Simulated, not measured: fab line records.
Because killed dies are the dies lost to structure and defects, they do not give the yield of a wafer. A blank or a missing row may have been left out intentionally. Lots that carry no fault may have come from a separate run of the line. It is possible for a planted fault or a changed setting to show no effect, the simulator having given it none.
Which tool did it? | flow sky130 | 24 lots, 72 wafers sampled, at 6 steps of a route of 708

== WHAT THE GAUGES READ, wafer by wafer ==
SKY_METAL2_RS_MEAS_05: uses a four-point probe to measure. Usual: for METAL2_ALCU_RS the level is 0.1273 ohm/sq and the standard deviation is 0.0017.
lot  | measured     | on           | METAL2_ALCU_RS (ohm/sq) | flag
L074 | day 34 04:20 | filmMetro-03 | 0.1278 0.1277 0.1281    | 
L075 | day 34 12:13 | filmMetro-02 | 0.1251 0.1257 0.1253    | 
L077 | day 35 07:05 | filmMetro-02 | 0.1286 0.1299 0.1315    | 
L076 | day 35 12:42 | filmMetro-03 | 0.1296 0.1284 0.1285    | 
L078 | day 35 18:53 | filmMetro-04 | 0.1257 0.1274 0.1263    | 
L079 | day 35 20:23 | filmMetro-02 | 0.1275 0.1261 0.1255    | 
L080 | day 36 06:27 | filmMetro-04 | 0.1269 0.1269 0.1271    | 
L081 | day 36 16:29 | filmMetro-04 | 0.1268 0.1278 0.1257    | 
L082 | day 37 03:14 | filmMetro-03 | 0.1301 0.1317 0.1273    | 
L083 | day 37 11:08 | filmMetro-03 | 0.1259 0.1265 0.1277    | 
L084 | day 37 17:58 | filmMetro-04 | 0.1254 0.1307 0.1287    | 
L085 | day 38 06:38 | filmMetro-04 | 0.1269 0.1265 0.1267    | 
L086 | day 38 10:11 | filmMetro-04 | 0.1267 0.1265 0.1270    | 
L087 | day 38 16:00 | filmMetro-04 | 0.1245 0.1255 0.1262    | 
L088 | day 39 04:40 | filmMetro-03 | 0.1280 0.1298 0.1295    | 
L089 | day 39 06:31 | filmMetro-04 | 0.1259 0.1263 0.1273    | 
L090 | day 39 16:30 | filmMetro-02 | 0.1276 0.1258 0.1277    | 
L091 | day 39 21:20 | filmMetro-03 | 0.1252 0.1263 0.1246    | 
L092 | day 40 07:15 | filmMetro-04 | 0.1260 0.1276 0.1266    | 
L093 | day 40 08:24 | filmMetro-04 | 0.1261 0.1257 0.1250    | 
L094 | day 40 12:41 | filmMetro-02 | 0.1249 0.1269 0.1254    | 
L095 | day 40 18:40 | filmMetro-04 | 0.1307 0.1306 0.1288    | 
L096 | day 40 23:39 | filmMetro-04 | 0.1284 0.1297 0.1271    | 
L097 | day 41 14:51 | filmMetro-03 | 0.1285 0.1295 0.1298    | 

SKY_VIA3_THK_MEAS_01. Usual: for VIA3_HDPCVD_THK the level is 1635 nm and the standard deviation is 23.
lot  | measured     | on           | VIA3_HDPCVD_THK (nm) | flag
L074 | day 38 14:28 | filmMetro-02 | 1629 1633 1627       | 
L075 | day 38 21:18 | filmMetro-04 | 1638 1577 1595       | 
L077 | day 39 17:29 | filmMetro-02 | 1626 1625 1619       | 
L076 | day 39 23:56 | filmMetro-01 | 1634 1638 1603       | 
L078 | day 40 05:53 | filmMetro-02 | 1644 1626 1677       | 
L079 | day 40 08:44 | filmMetro-04 | 1641 1617 1639       | 
L080 | day 40 15:16 | filmMetro-02 | 1649 1651 1642       | 
L081 | day 41 00:17 | filmMetro-01 | 1585 1587 1632       | 
L082 | day 41 11:16 | filmMetro-01 | 1656 1675 1674       | 
L083 | day 41 21:27 | filmMetro-02 | 1674 1635 1663       | 
L084 | day 42 01:33 | filmMetro-04 | 1650 1624 1671       | 
L085 | day 42 14:45 | filmMetro-04 | 1622 1654 1660       | 
L086 | day 42 16:29 | filmMetro-02 | 1653 1621 1647       | 
L087 | day 42 21:01 | filmMetro-04 | 1677 1659 1659       | 
L088 | day 43 09:15 | filmMetro-04 | 1648 1609 1644       | 
L089 | day 43 13:11 | filmMetro-04 | 1649 1610 1662       | 
L090 | day 43 19:55 | filmMetro-01 | 1620 1660 1632       | 
L091 | day 44 00:53 | filmMetro-02 | 1663 1648 1660       | 
L092 | day 44 08:53 | filmMetro-01 | 1613 1604 1623       | 
L093 | day 44 11:31 | filmMetro-04 | 1668 1648 1641       | 
L094 | day 44 14:29 | filmMetro-01 | 1645 1660 1638       | 
L095 | day 44 21:11 | filmMetro-01 | 1629 1624 1619       | 
L096 | day 44 22:49 | filmMetro-02 | 1640 1610 1626       | 
L097 | day 45 15:31 | filmMetro-04 | 1615 1633 1593       | 

SKY_VIA3_CD_MEAS_12: target cd 200 nm. Usual: 199.9 nm for cdNm, sd 1.2.
lot  | measured     | on       | cdNm (nm)         | flag
L074 | day 39 15:24 | cdSem-01 | 197.9 198.2 199.5 | 
L075 | day 39 22:08 | cdSem-02 | 200.1 201.2 201.6 | 
L077 | day 40 18:07 | cdSem-01 | 200.6 199.2 200.2 | 
L076 | day 41 00:23 | cdSem-02 | 198.8 200.2 199.5 | 
L078 | day 41 05:29 | cdSem-02 | 198.0 196.9 198.1 | 
L079 | day 41 09:20 | cdSem-02 | 200.9 201.3 200.0 | 
L080 | day 41 15:41 | cdSem-02 | 200.1 200.8 201.1 | 
L081 | day 42 01:10 | cdSem-01 | 199.6 201.4 201.0 | 
L082 | day 42 11:14 | cdSem-01 | 199.7 199.8 200.8 | 
L083 | day 42 20:53 | cdSem-01 | 198.5 200.0 196.5 | 
L084 | day 43 04:20 | cdSem-02 | 201.0 201.2 200.0 | 
L085 | day 43 14:10 | cdSem-01 | 200.3 199.4 200.8 | 
L086 | day 43 15:57 | cdSem-01 | 201.8 201.0 200.9 | 
L087 | day 43 20:41 | cdSem-01 | 200.3 199.4 199.7 | 
L088 | day 44 08:17 | cdSem-01 | 197.4 199.3 199.2 | 
L089 | day 44 12:53 | cdSem-02 | 198.3 198.9 199.9 | 
L090 | day 44 18:19 | cdSem-02 | 200.7 199.6 199.3 | 
L091 | day 44 23:12 | cdSem-02 | 200.7 200.9 201.0 | 
L092 | day 45 07:20 | cdSem-02 | 199.0 198.9 200.5 | 
L093 | day 45 09:53 | cdSem-01 | 200.9 198.6 200.5 | 
L094 | day 45 12:38 | cdSem-02 | 200.1 200.0 199.7 | 
L095 | day 45 19:46 | cdSem-01 | 200.4 199.9 200.0 | 
L096 | day 45 21:20 | cdSem-02 | 198.3 199.8 198.6 | 
L097 | day 46 13:02 | cdSem-01 | 201.0 201.0 198.6 | 

SKY_VIA3_RS_MEAS_22: uses a four-point probe to measure. Usual: for VIA3_W_RS the level is 0.294 ohm/sq and the standard deviation is 0.0039.
lot  | measured     | on           | VIA3_W_RS (ohm/sq) | flag
L074 | day 39 16:26 | filmMetro-04 | 0.295 0.287 0.301  | 
L075 | day 39 23:11 | filmMetro-04 | 0.292 0.289 0.296  | 
L077 | day 40 19:10 | filmMetro-04 | 0.297 0.290 0.295  | 
L076 | day 41 01:26 | filmMetro-01 | 0.289 0.289 0.297  | 
L078 | day 41 06:32 | filmMetro-04 | 0.293 0.301 0.300  | 
L079 | day 41 10:22 | filmMetro-04 | 0.297 0.299 0.304  | 
L080 | day 41 16:46 | filmMetro-02 | 0.296 0.298 0.301  | 
L081 | day 42 02:12 | filmMetro-02 | 0.290 0.295 0.294  | 
L082 | day 42 12:16 | filmMetro-02 | 0.292 0.287 0.290  | 
L083 | day 42 21:57 | filmMetro-02 | 0.287 0.292 0.291  | 
L084 | day 43 05:23 | filmMetro-04 | 0.295 0.298 0.293  | 
L085 | day 43 15:12 | filmMetro-04 | 0.296 0.296 0.292  | 
L086 | day 43 17:01 | filmMetro-02 | 0.300 0.293 0.298  | 
L087 | day 43 21:44 | filmMetro-01 | 0.297 0.290 0.293  | 
L088 | day 44 09:23 | filmMetro-02 | 0.298 0.295 0.289  | 
L089 | day 44 14:33 | filmMetro-04 | 0.296 0.289 0.292  | 
L090 | day 44 19:24 | filmMetro-04 | 0.298 0.298 0.294  | 
L091 | day 45 00:16 | filmMetro-04 | 0.293 0.297 0.299  | 
L092 | day 45 08:23 | filmMetro-02 | 0.294 0.298 0.292  | 
L093 | day 45 10:56 | filmMetro-04 | 0.292 0.291 0.289  | 
L094 | day 45 13:42 | filmMetro-04 | 0.294 0.294 0.298  | 
L095 | day 45 20:50 | filmMetro-04 | 0.291 0.296 0.293  | 
L096 | day 45 22:22 | filmMetro-04 | 0.289 0.291 0.294  | 
L097 | day 46 14:04 | filmMetro-02 | 0.294 0.287 0.289  | 

== WHICH TOOL RAN EACH LOT (tool, then ch and the chambers of the sampled wafers, then the start) ==
lot  | SKY_CAPM_STRIP_14                   | SKY_METAL3_ETCH_16
L074 | plasmaAsher-03 ch 0,1, day 37 11:13 | rieMetal-02 ch 0,1, day 38 13:13
L075 | plasmaAsher-04 ch 0,1, day 37 19:18 | rieMetal-03 ch 0,1, day 38 20:12
L077 | plasmaAsher-03 ch 0,1, day 38 14:50 | rieMetal-02 ch 0,1, day 39 16:16
L076 | plasmaAsher-04 ch 0,1, day 38 21:05 | rieMetal-02 ch 0,1, day 39 22:42
L078 | plasmaAsher-04 ch 0,1, day 39 03:03 | rieMetal-03 ch 0,1, day 40 04:37
L079 | plasmaAsher-04 ch 0,1, day 39 05:11 | rieMetal-02 ch 0,1, day 40 07:25
L080 | plasmaAsher-04 ch 0,1, day 39 13:36 | rieMetal-02 ch 0,1, day 40 14:05
L081 | plasmaAsher-04 ch 0,1, day 39 21:27 | rieMetal-02 ch 0,1, day 40 23:13
L082 | plasmaAsher-04 ch 0,1, day 40 09:09 | rieMetal-02 ch 0,1, day 41 10:13
L083 | plasmaAsher-03 ch 0,1, day 40 20:08 | rieMetal-02 ch 0,1, day 41 20:25
L084 | plasmaAsher-03 ch 0,1, day 40 23:47 | rieMetal-04 ch 0,1, day 42 00:25
L085 | plasmaAsher-04 ch 0,1, day 41 12:48 | rieMetal-04 ch 0,1, day 42 13:40
L086 | plasmaAsher-01 ch 0,1, day 41 14:56 | rieMetal-04 ch 0,1, day 42 15:22
L087 | plasmaAsher-03 ch 0,1, day 41 19:34 | rieMetal-04 ch 1, day 42 19:50
L088 | plasmaAsher-03 ch 0,1, day 42 09:20 | rieMetal-04 ch 0,1, day 43 08:12
L089 | plasmaAsher-04 ch 0,1, day 42 12:05 | rieMetal-02 ch 0,1, day 43 12:06
L090 | plasmaAsher-04 ch 0,1, day 42 20:03 | rieMetal-03 ch 0,1, day 43 18:49
L091 | plasmaAsher-01 ch 0, day 43 00:39   | rieMetal-02 ch 0,1, day 43 23:49
L092 | plasmaAsher-01 ch 0,1, day 43 08:28 | rieMetal-02 ch 0,1, day 44 07:49
L093 | plasmaAsher-04 ch 0,1, day 43 11:25 | rieMetal-04 ch 0,1, day 44 10:25
L094 | plasmaAsher-03 ch 1, day 43 14:25   | rieMetal-04 ch 1, day 44 13:23
L095 | plasmaAsher-01 ch 0,1, day 43 21:30 | rieMetal-02 ch 0,1, day 44 20:02
L096 | plasmaAsher-03 ch 0,1, day 43 23:28 | rieMetal-03 ch 0,1, day 44 21:43
L097 | plasmaAsher-01 ch 0,1, day 44 15:41 | rieMetal-03 ch 0,1, day 45 14:28
- SKY_CAPM_STRIP_14: strips in O2/N2.
- SKY_METAL3_ETCH_16: etches BARC in N2/H2, stops on SiO2, time 88.2 s, target depth 60 nm.

== WHAT THE TOOLS THEMSELVES READ (means of the sampled wafers that have a number; where no wafer has one, the mark that the record gives instead) ==
SKY_CAPM_STRIP_14. Usual: chamberPressureMTorr 1500.0 mTorr, standard deviation 1.3; drypumpMotorCurrentA 5.6 A, standard deviation 0.51; n2FlowSccm 299.9 sccm, standard deviation 0.89; oesProductAu 0.710 a.u., standard deviation 0.0041; stripTimeToEndpointS 12.66 s, standard deviation 0.05.
lot  | tool           | chamberPressureMTorr (mTorr) | drypumpMotorCurrentA (A) | n2FlowSccm (sccm) | oesProductAu (a.u.) | stripTimeToEndpointS (s) | flag
L074 | plasmaAsher-03 | 1500.5                       | 6.2                      | 299.8             | 0.710               | 12.65                    | 
L075 | plasmaAsher-04 | 1501.3                       | 5.4                      | 299.4             | 0.714               | 12.67                    | 
L077 | plasmaAsher-03 | 1499.7                       | 6.2                      | 299.7             | 0.713               | 12.58                    | 
L076 | plasmaAsher-04 | 1501.5                       | 5.1                      | 300.4             | 0.711               | 12.60                    | 
L078 | plasmaAsher-04 | 1501.1                       | 5.1                      | 301.0             | 0.710               | 12.66                    | 
L079 | plasmaAsher-04 | 1500.0                       | 5.4                      | 301.1             | 0.711               | 12.64                    | 
L080 | plasmaAsher-04 | 1500.0                       | 5.1                      | 299.6             | 0.708               | 12.66                    | 
L081 | plasmaAsher-04 | 1501.0                       | 5.1                      | 300.4             | 0.707               | 12.72                    | 
L082 | plasmaAsher-04 | 1499.3                       | 5.1                      | 300.5             | 0.713               | 12.68                    | 
L083 | plasmaAsher-03 | 1498.7                       | 6.2                      | 298.4             | 0.708               | 12.63                    | 
L084 | plasmaAsher-03 | 1500.7                       | 6.2                      | 299.8             | 0.705               | 12.64                    | 
L085 | plasmaAsher-04 | 1501.6                       | 5.1                      | 299.9             | 0.707               | 12.58                    | 
L086 | plasmaAsher-01 | 1499.4                       | 5.4                      | 300.5             | 0.709               | 12.69                    | 
L087 | plasmaAsher-03 | 1500.5                       | 6.2                      | 299.4             | 0.712               | 12.73                    | 
L088 | plasmaAsher-03 | 1499.9                       | 6.2                      | 300.3             | 0.710               | 12.70                    | 
L089 | plasmaAsher-04 | 1499.1                       | 5.4                      | 299.9             | 0.713               | 12.67                    | 
L090 | plasmaAsher-04 | 1499.6                       | 5.4                      | 299.7             | 0.715               | 12.66                    | 
L091 | plasmaAsher-01 | 1499.7                       | 5.7                      | 299.4             | 0.708               | 12.63                    | 
L092 | plasmaAsher-01 | 1498.7                       | 5.4                      | 299.5             | 0.708               | 12.64                    | 
L093 | plasmaAsher-04 | 1499.1                       | 5.1                      | 300.7             | 0.711               | 12.69                    | 
L094 | plasmaAsher-03 | 1500.0                       | 6.3                      | 298.8             | 0.710               | 12.68                    | 
L095 | plasmaAsher-01 | 1498.3                       | 5.4                      | 299.8             | 0.709               | 12.72                    | 
L096 | plasmaAsher-03 | 1499.6                       | 6.2                      | 299.8             | 0.710               | 12.61                    | 
L097 | plasmaAsher-01 | 1500.1                       | 5.4                      | 299.8             | 0.709               | 12.69                    | 

SKY_METAL3_ETCH_16. Usual: chamberPressureMTorr 29.999 mTorr, standard deviation 0.028; drypumpMotorCurrentA 6.0 A, standard deviation 0.34; n2FlowSccm 100.0 sccm, standard deviation 0.32; oesProductAu 0.626 a.u., standard deviation 0.0043; throttleValvePct 13.204 %, standard deviation 0.0097.
lot  | tool        | chamberPressureMTorr (mTorr) | drypumpMotorCurrentA (A) | n2FlowSccm (sccm) | oesProductAu (a.u.) | throttleValvePct (%) | flag
L074 | rieMetal-02 | 30.030                       | 6.1                      | 99.8              | 0.628               | 13.204               | 
L075 | rieMetal-03 | 29.998                       | 5.9                      | 99.9              | 0.625               | 13.203               | 
L077 | rieMetal-02 | 29.974                       | 6.1                      | 100.1             | 0.627               | 13.205               | 
L076 | rieMetal-02 | 29.989                       | 6.1                      | 99.9              | 0.631               | 13.212               | 
L078 | rieMetal-03 | 29.976                       | 5.9                      | 100.3             | 0.627               | 13.207               | 
L079 | rieMetal-02 | 29.972                       | 6.1                      | 99.9              | 0.626               | 13.205               | 
L080 | rieMetal-02 | 29.963                       | 6.2                      | 99.9              | 0.628               | 13.202               | 
L081 | rieMetal-02 | 29.977                       | 6.1                      | 100.2             | 0.627               | 13.201               | 
L082 | rieMetal-02 | 30.002                       | 6.2                      | 100.2             | 0.623               | 13.207               | 
L083 | rieMetal-02 | 29.983                       | 6.1                      | 100.1             | 0.625               | 13.205               | 
L084 | rieMetal-04 | 30.003                       | 5.7                      | 99.9              | 0.627               | 13.198               | 
L085 | rieMetal-04 | 29.982                       | 5.7                      | 99.9              | 0.622               | 13.203               | 
L086 | rieMetal-04 | 30.001                       | 5.7                      | 100.0             | 0.623               | 13.210               | 
L087 | rieMetal-04 | 30.011                       | 5.4                      | 100.0             | 0.627               | 13.204               | 
L088 | rieMetal-04 | 30.010                       | 6.0                      | 99.9              | 0.627               | 13.206               | 
L089 | rieMetal-02 | 30.000                       | 6.2                      | 100.2             | 0.627               | 13.207               | 
L090 | rieMetal-03 | 29.998                       | 5.7                      | 100.2             | 0.627               | 13.207               | 
L091 | rieMetal-02 | 30.009                       | 6.2                      | 100.1             | 0.622               | 13.204               | 
L092 | rieMetal-02 | 30.006                       | 6.2                      | 100.1             | 0.624               | 13.205               | 
L093 | rieMetal-04 | 30.004                       | 5.7                      | 99.9              | 0.626               | 13.207               | 
L094 | rieMetal-04 | 29.999                       | 5.4                      | 100.1             | 0.628               | 13.211               | 
L095 | rieMetal-02 | 30.008                       | 6.2                      | 100.4             | 0.627               | 13.198               | 
L096 | rieMetal-03 | 30.006                       | 5.9                      | 99.9              | 0.628               | 13.199               | 
L097 | rieMetal-03 | 30.029                       | 5.7                      | 100.0             | 0.627               | 13.200               | 

== THE ANSWER, worked out from the rows above alone ==
Rule: take the mean of a lot's wafers that have a number; if it is more than 3 standard deviations from the usual mean, the lot is off. A lot without any number at a reading at which 4 lots or more have one is off too. The other lots that the step has rows for count as sound. Order of review: gauges by route order, followed by the tools' own readings, for which a lot's mean as printed above is used. The first step at which some lot is off is used, and at that step the reading that is off furthest; a lot without a number counts as furthest.
No lot is off at any reading shown: from this, nothing can be told.

== WHAT WAS PUT IN BY THE SIMULATOR ==
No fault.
